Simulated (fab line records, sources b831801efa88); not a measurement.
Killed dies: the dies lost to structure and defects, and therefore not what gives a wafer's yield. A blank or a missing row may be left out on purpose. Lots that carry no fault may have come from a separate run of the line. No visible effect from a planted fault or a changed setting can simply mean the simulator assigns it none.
Which tool is to blame? | flow gf180mcu | 7 lots, 21 wafers sampled, at 3 steps of a route of 602

== WHAT THE GAUGES SHOWED, per wafer ==
GF_TOP_METAL_THK_MEAS_06: measures by xrf.
lot  | measured     | on            | TOP_METAL_ALCU_THK (nm)
L990 | day 28 02:38 | film metro-01 | 884 880 884
L992 | day 28 17:24 | film metro-02 | 883 878 885
L995 | day 29 22:56 | film metro-03 | 894 897 882
L997 | day 30 06:50 | film metro-02 | 897 884 884
L103 | day 31 21:34 | film metro-01 | 898 896 901
L105 | day 32 10:41 | film metro-03 | 928 918 920
L107 | day 32 19:50 | film metro-03 | 919 899 914

== WHICH TOOL RAN EACH LOT (tool, then ch and the chambers of the sampled wafers, then the start) ==
lot  | GF_V5_SPUTTER_21             | GF_V5_CMP_26
L990 | pvd sputter-04, day 28 01:37 | cmp-01 ch 0,3, day 28 02:03
L992 | pvd sputter-02, day 28 16:21 | cmp-01 ch 0,1,3, day 28 16:44
L995 | pvd sputter-01, day 29 21:53 | cmp-01 ch 0,1,3, day 29 22:17
L997 | pvd sputter-02, day 30 05:48 | cmp-01 ch 1,2,3, day 30 06:14
L103 | pvd sputter-04, day 31 20:31 | cmp-02 ch 0,1,3, day 31 21:03
L105 | pvd sputter-01, day 32 09:39 | cmp-01 ch 1,2,3, day 32 10:02
L107 | pvd sputter-02, day 32 18:48 | cmp-02 ch 0,2,3, day 32 19:20
- GF_V5_SPUTTER_21: material Ti, target thk 15 nm, time 80.02 s.
- GF_V5_CMP_26: polishes, stops on SiO2, t overpolish 15 s, target thk 0 nm.

== THE ANSWER, worked out from the rows above alone ==
Rule: the usual values come from the lots themselves. Put in order of their means at a reading, lots are off if they are a third of the lots or fewer, leave a main group of 4 or more, and stand apart from it by a gap of 3 or more times the standard deviation of the main group's means; of several such gaps the widest counts. The tables above print the reading to a certain number of digits; a main group whose means all agree to those digits is not used. A lot without any number at a reading at which 4 lots or more have one is off too. The other lots that the step has rows for count as sound.
Across all readings shown, no lot is off: no conclusion can be drawn from this.

== WHAT WAS PUT IN BY THE SIMULATOR ==
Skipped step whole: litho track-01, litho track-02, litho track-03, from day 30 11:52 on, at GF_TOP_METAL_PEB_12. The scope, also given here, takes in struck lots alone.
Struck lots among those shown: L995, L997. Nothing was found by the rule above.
